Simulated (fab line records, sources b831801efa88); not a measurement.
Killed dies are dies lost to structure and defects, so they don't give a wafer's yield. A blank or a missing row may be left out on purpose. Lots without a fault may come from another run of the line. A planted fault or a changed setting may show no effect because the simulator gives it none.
A struck lot beside a sound one | flow gf180mcu | 15 steps out of a route of 602
Sound: wafers L595.1, L595.3, L595.6. Struck: wafer L611.3. (L611.5, L611.6 of the same lot were not struck and are left out.) The cause comes at the end.
At each step with rows: each side's tool, then ch and its chambers, then its first start. Under that, the readings that differ: sound wafers | struck wafers | difference of the means | sigmas: that difference in standard deviations of wafers without a fault.
alike: readings whose means differ by less than 2 such deviations, and words and numbers that are the same on both sides. not compared: withheld readings, readings that some wafer has no value for, bounds like >300 that may hide the same value, and numbers for which the record gives no deviation and whose values overlap.
The two part at a step that has a row with sigmas, a row that says differs or no value, or rows on one side only. Numbers that don't overlap but have no deviation are shown without sigmas and don't part them. A reading that every wafer of one side lacks parts them only if that side has two wafers or more.

GF_V4_CD_MEAS_14: target cd 260 nm.
  sound on cd_sem-01, day 24 09:22; struck on cd_sem-01, day 29 11:46
  reading    | sound             | struck | difference | sigmas
  cd_nm (nm) | 259.7 259.1 258.0 | 262.2  | +3.3       | +3
GF_V4_OVL_MEAS_15:
  sound on overlay-01, day 24 09:29; struck on overlay-01, day 29 11:51
  alike: V4_OVL
GF_V4_ETCH_16: etches BARC in N2/H2.
  sound on rie_diel-03 ch 1,2, day 24 09:31; struck on rie_diel-03 ch 2, day 29 11:53
  alike: chamber_pressure_mTorr, drypump_motor_current_A, oes_product_au, throttle_valve_pct
GF_V4_ETCH_17: etches SiO2 in C4F8/O2/Ar, stops on TiN, target depth 630 nm.
  sound on rie_diel-03 ch 1,2; struck on rie_diel-03 ch 2
  alike: chamber_pressure_mTorr, oes_product_au
then, 3 steps without rows for these wafers: GF_V4_STRIP_18 (strips in O2/N2); GF_V4_STRIP_19 (strips in post etch residue remover, time 1200 s); GF_V4_CLEAN_20 (cleans in DIW).
GF_V4_SPUTTER_21: material Ti, target thk 15 nm, time 80.02 s.
  sound on pvd_sputter-04, day 24 10:12; struck on pvd_sputter-03, day 29 12:33
  alike: chamber_pressure_pa, throttle_valve_pct
GF_V4_SPUTTER_22: material TiN, target thk 10 nm, time 40 s.
  sound on pvd_sputter-04, day 24 10:16; struck on pvd_sputter-03, day 29 12:37
  alike: chamber_pressure_pa, throttle_valve_pct
GF_V4_CVD_23: deposits W, target thk 350 nm, time 104.9 s.
  sound on cvd_w-01 ch 0, day 24 10:18; struck on cvd_w-01 ch 0, day 29 12:41
  alike: heater_power_w
GF_V4_RS_MEAS_24: measures by four-point-probe.
  sound on film_metro-04, day 24 10:25; struck on film_metro-01, day 29 12:48
  reading          | sound             | struck | difference | sigmas
  V4_W_RS (ohm/sq) | 0.333 0.332 0.328 | 0.324  | -0.007     | -2
GF_V4_THK_MEAS_25: measures by xrf.
  sound on film_metro-04, day 24 10:32; struck on film_metro-01, day 29 12:54
  reading       | sound       | struck | difference | sigmas
  V4_W_THK (nm) | 331 332 336 | 344    | +11        | +3
GF_V4_CMP_26: polishes, stops on SiO2, t overpolish 15 s, target thk 0 nm.
  sound on cmp-02 ch 0,1,3, day 24 10:38; struck on cmp-02 ch 0, day 29 13:02
  reading                | sound                | struck | difference | sigmas
  overpolish_run_s (s)   | 15.019 14.995 14.999 | 0.038  | -14.966    | -99 or more
  time_to_endpoint_s (s) | 77 85 78             | 131    | +51        | +15
  alike: head_pressure_psi, motor_current_A
then, 1 step without rows for these wafers: GF_MIM_SPUTTER_00 (material Ti, target thk 37.5 nm, time 150 s).
-- the record jumps here: 4 days lie between the struck wafers' starts before and after (it left off in module MIM and takes up again in module PASSIVATION, whose first step shown is number 602 of the route) --
GF_PASSIVATION_PROBE_99:
  the record has rows for the struck wafers here (prober-01, day 33 11:59) and none for the sound ones

WHERE THEY PART
First at GF_V4_CD_MEAS_14; last, within this record, at GF_PASSIVATION_PROBE_99.

WHY: what the simulator had put in
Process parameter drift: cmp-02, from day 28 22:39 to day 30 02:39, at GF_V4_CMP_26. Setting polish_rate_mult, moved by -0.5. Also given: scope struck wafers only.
